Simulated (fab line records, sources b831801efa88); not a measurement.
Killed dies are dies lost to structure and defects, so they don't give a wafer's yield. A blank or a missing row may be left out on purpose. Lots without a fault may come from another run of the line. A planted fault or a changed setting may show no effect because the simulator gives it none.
A struck lot beside a sound one | flow sky130 | 15 steps out of a route of 708
Sound: wafers L107.1, L107.4, L107.5. Struck: wafers L113.1, L113.3, L113.5. The cause comes at the end.
At each step with rows: each side's tool, then ch and its chambers, then its first start. Under that, the readings that differ: sound wafers | struck wafers | difference of the means | sigmas: that difference in standard deviations of wafers without a fault.
alike: readings whose means differ by less than 2 such deviations, and words and numbers that are the same on both sides. not compared: withheld readings, readings that some wafer has no value for, bounds like >300 that may hide the same value, and numbers for which the record gives no deviation and whose values overlap.
The two part at a step that has a row with sigmas, a row that says differs or no value, or rows on one side only. Numbers that don't overlap but have no deviation are shown without sigmas and don't part them. A reading that every wafer of one side lacks parts them only if that side has two wafers or more.

SKY_RES_XHIGH_TW_MEAS_09:
  sound on film_metro-02, day 27 01:17; struck on film_metro-01, day 30 00:17
  alike: RES_XHIGH_TW
then, 7 steps without rows for these wafers: SKY_SD_N_DEHYDRATE_00 (time 60 s); SKY_SD_N_HMDS_01 (prime time 60 s); SKY_SD_N_COAT_02 (resist thk 1140 nm); SKY_SD_N_SOFTBAKE_03 (time 60 s); SKY_SD_N_EXPOSE_04 (exposes mask NSDM, target cd 380 nm); SKY_SD_N_PEB_05; SKY_SD_N_DEVELOP_06 (develop time 60 s).
SKY_SD_N_CD_MEAS_07: target cd 380 nm.
  sound on cd_sem-02, day 28 05:05; struck on cd_sem-02, day 31 09:44
  reading    | sound             | struck            | difference | sigmas
  cd_nm (nm) | 374.5 379.7 379.0 | 384.0 382.8 381.0 | +4.9       | +2
SKY_SD_N_OVL_MEAS_08:
  sound on overlay-01, day 28 05:12; struck on overlay-02, day 31 09:51
  alike: SD_N_OVL
then, 2 steps without rows for these wafers: SKY_SD_N_IMPLANT_09; SKY_SD_N_IMPLANT_10.
SKY_SD_N_STRIP_11: strips in O2/N2.
  sound on plasma_asher-01 ch 0,1, day 28 05:32; struck on plasma_asher-04 ch 0,1, day 31 10:11
  reading                                   | sound             | struck            | difference                    | sigmas
  oes_product_au (a.u.)                     | 0.527 0.527 0.527 | 0.297 0.308 0.307 | -0.223                        | -50
  strip_time_to_endpoint_s (s)              | 22.68 22.71 22.71 | - - -             | no value on the struck wafers |
  model.NOVOLAK_of_SD_N_COAT_02.thk_nm (nm) | 0 0 0             | 821.6 822.7 823   | +822.4                        |
  alike: drypump_motor_current_A
  not compared: rf_hours_counter_h
SKY_SD_N_TW_MEAS_12:
  sound on film_metro-02, day 28 05:38; struck on film_metro-02, day 31 10:17
  alike: SD_N_TW
-- the record jumps here: 17 days lie between the struck wafers' starts before and after (it left off in module SD_N and takes up again in module PAD_OPEN, whose first step shown is number 708 of the route) --
SKY_PAD_OPEN_PROBE_99:
  sound on prober-01, day 45 22:06; struck on prober-02, day 48 06:49
  reading             | sound    | struck                                                               | difference                   | sigmas
  hold                | - - -    | await_dispo/1.9h/scrap await_dispo/1.9h/scrap await_dispo/1.9h/scrap | no value on the sound wafers |
  killed_at_M0_to_M3  | 48 55 39 | 24 31 43                                                             | -15                          | -2
  killed_at_front_end | 15 11 25 | 441 438 435                                                          | +421                         | +94
  killed_dies         | 94 98 93 | 492 492 492                                                          | +397                         | +46
  killed_on_rim       | 14 25 15 | 96 96 96                                                             | +78                          | +21
  killed_short        | 44 48 44 | 24 24 27                                                             | -20                          | -4
  alike: killed_at_M4_up, killed_at_contacts, killed_at_other, killed_open

WHERE THEY PART
First at SKY_SD_N_CD_MEAS_07; last, within this record, at SKY_PAD_OPEN_PROBE_99.

WHY: what the simulator had put in
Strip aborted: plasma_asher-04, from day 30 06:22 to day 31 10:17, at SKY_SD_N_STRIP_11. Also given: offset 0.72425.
